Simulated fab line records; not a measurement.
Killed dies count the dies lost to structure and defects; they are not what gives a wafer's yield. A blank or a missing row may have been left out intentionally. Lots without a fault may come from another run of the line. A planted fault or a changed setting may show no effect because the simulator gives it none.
Comparing a struck lot with a sound one -- flow sky130 -- 30 out of 708 route steps
Sound: wafers L889.1, L889.3, L889.4. Wafers L894.1, L894.4, L894.5 were the ones struck. At the end, the cause is stated.
Order at every step that has rows: each side's tool, ch and its chambers, its first start. Under that, the readings that differ: sound wafers -- struck wafers -- difference of the means -- sigmas: that difference in standard deviations of wafers without a fault.
alike: readings with means less than 2 such deviations apart, plus words and numbers identical on both sides. not compared: withheld readings, readings lacking a value on some wafer, bounds such as >300 that could conceal the same value, and numbers that have no deviation in the record and whose values overlap.
The two part at a step that has a row with sigmas, a row that says differs or no value, or rows on one side only. When numbers do not overlap yet have no deviation, they are printed without sigmas and do not part them. Lack of a reading on every wafer of one side parts them only where that side has two or more wafers.

first, 6 steps without rows for these wafers: SKY_SONOS_ONO_HMDS_07 (prime time 60 s); SKY_SONOS_ONO_COAT_08 (resist thk 1140 nm); SKY_SONOS_ONO_SOFTBAKE_09 (time 60 s); SKY_SONOS_ONO_EXPOSE_10 (exposes mask ONOM, target cd 410 nm); SKY_SONOS_ONO_PEB_11; SKY_SONOS_ONO_DEVELOP_12 (develop time 60 s).
SKY_SONOS_ONO_CD_MEAS_13 targets a cd of 410 nm.
  struck on cd_sem-01, day 16 20:37; sound on cd_sem-01, day 15 06:49
  alike: cd_nm
SKY_SONOS_ONO_OVL_MEAS_14:
  struck on overlay-01, day 16 20:44; sound on overlay-01, day 15 06:56
reading,sound,struck,difference,sigmas
SONOS_ONO_OVL (nm),1.2 1.0 1.2,-2.3 -1.7 -1.5,-3.0,-2
SKY_SONOS_ONO_ETCH_15: etches the open film in CHF3/O2, target depth 19.52 nm, time 7.8 s.
  sound on rie_diel-04 ch 1,2,3, day 15 06:58; struck on rie_diel-03 ch 0,1,3, day 16 20:46
  alike: drypump_motor_current_A, oes_product_au, throttle_valve_pct
  not compared: rf_hours_counter_h
then, 1 step without rows for these wafers: SKY_SONOS_ONO_WET_ETCH_16 (etches SiO2 in dHF, target depth 14 nm, time 280 s).
SKY_SONOS_ONO_STRIP_17: strips in O2/N2.
  sound on plasma_asher-01 ch 0,1, day 15 07:05; struck on plasma_asher-02 ch 0,1, day 16 20:52
  alike: drypump_motor_current_A, oes_product_au, strip_time_to_endpoint_s
  not compared: rf_hours_counter_h
then, 1 step without rows for these wafers: SKY_SONOS_ONO_WET_ETCH_18 (etches Si3N4 in H3PO4, target depth 15 nm, time 172 s).
SKY_GATE_OXIDE_CLEAN_00: cleans in SC1/SC2, time 150 s.
  sound on wet_bench-04 ch 2, day 15 07:14; struck on wet_bench-04 ch 0, day 16 21:01
reading,sound,struck,difference,sigmas
run_length_s (s),177 177 177,96 96 96,-81,-21
model.SiO2_of_SONOS_ONO_CVD_04.thk_nm (nm),4.781 4.946 4.801,5.191 5.149 5.091,+0.301,
  alike: temp_c
then, 1 step without rows for these wafers: SKY_GATE_OXIDE_OXIDATION_01 (stabilise 600 s, purge 300 s, target thk 10.268 nm).
SKY_GATE_OXIDE_THK_MEAS_02:
  struck on film_metro-04, day 16 23:02; sound on film_metro-04, day 15 10:46
  alike: GATE_OXIDE_OXIDATION_00_THK
then, 7 steps without rows for these wafers: SKY_GATE_OXIDE_DEHYDRATE_03 (time 60 s); SKY_GATE_OXIDE_HMDS_04 (prime time 60 s); SKY_GATE_OXIDE_COAT_05 (resist thk 1140 nm); SKY_GATE_OXIDE_SOFTBAKE_06 (time 60 s); SKY_GATE_OXIDE_EXPOSE_07 (exposes mask LVOM, target cd 600 nm); SKY_GATE_OXIDE_PEB_08; SKY_GATE_OXIDE_DEVELOP_09 (develop time 60 s).
SKY_GATE_OXIDE_OVL_MEAS_10:
  struck on overlay-01, day 18 03:49; sound on overlay-02, day 16 13:22
  alike: GATE_OXIDE_OVL
then, 2 steps without rows for these wafers: SKY_GATE_OXIDE_IMPLANT_11; SKY_GATE_OXIDE_WET_ETCH_12 (etches SiO2 in dHF, target depth 16.8 nm, time 336 s).
SKY_GATE_OXIDE_STRIP_13: strips in O2/N2.
  sound on plasma_asher-03 ch 0,1, day 16 13:38; struck on plasma_asher-01 ch 0,1, day 18 04:05
  alike: drypump_motor_current_A, oes_product_au, strip_time_to_endpoint_s
  not compared: rf_hours_counter_h
SKY_GATE_OXIDE_TW_MEAS_14:
  struck on film_metro-04, day 18 04:11; sound on film_metro-02, day 16 13:44
  alike: GATE_OXIDE_TW
SKY_GATE_OXIDE_CLEAN_15: cleans in SC1/SC2, time 150 s.
  sound on wet_bench-02 ch 2, day 16 13:48; struck on wet_bench-04 ch 3, day 18 04:15
reading,sound,struck,difference,sigmas
model.SiO2_of_SONOS_ONO_CVD_04.thk_nm (nm),4.103 4.269 4.127,4.503 4.458 4.407,+0.290,
  alike: run_length_s, temp_c
then, 1 step without rows for these wafers: SKY_GATE_OXIDE_OXIDATION_16 (stabilise 600 s, purge 300 s, target thk 3.57 nm).
-- the record jumps here: 31 days lie between the struck wafers' starts before and after (it left off in module GATE_OXIDE and takes up again in module PAD_OPEN, whose first step shown is number 708 of the route) --
SKY_PAD_OPEN_PROBE_99:
  struck on prober-01, day 48 18:18; sound on prober-01, day 47 19:01
reading,sound,struck,difference,sigmas
killed_at_other,0 0 0,1 0 3,+1,+2
model.etest.cap_ono.gate_log10_a_cm2,-7.636 -7.822 -7.753,-8.403 -8.363 -8.234,-0.596,
model.etest.cap_ono.tox_acc_nm (nm),12.7 12.77 12.73,13.27 13.2 13.06,+0.44,
model.etest.sonos_programmed.vt_v (V),1.577 1.521 1.532,1.285 1.284 1.365,-0.232,
model.etest.sonos_erased.vt_v (V),-2.372 -2.338 -2.376,-2.096 -2.134 -2.183,+0.224,
model.etest.sonos_baked.vt_v (V),1.072 0.9551 0.9827,0.8754 0.8389 0.8911,-0.1348,
model.etest.sonos_baked.vt_less_v (V),-0.5058 -0.5662 -0.5491,-0.4096 -0.4446 -0.4741,+0.0976,
  alike: killed_at_M0_to_M3, killed_at_M4_up, killed_at_contacts, killed_at_front_end, killed_dies, killed_open, killed_short
  not compared: model.etest.cap_thick_oxide.gate_bv_v

WHERE THEY PART
First at SKY_SONOS_ONO_OVL_MEAS_14; last, within this record, at SKY_PAD_OPEN_PROBE_99.

WHY: whatever the simulator had introduced
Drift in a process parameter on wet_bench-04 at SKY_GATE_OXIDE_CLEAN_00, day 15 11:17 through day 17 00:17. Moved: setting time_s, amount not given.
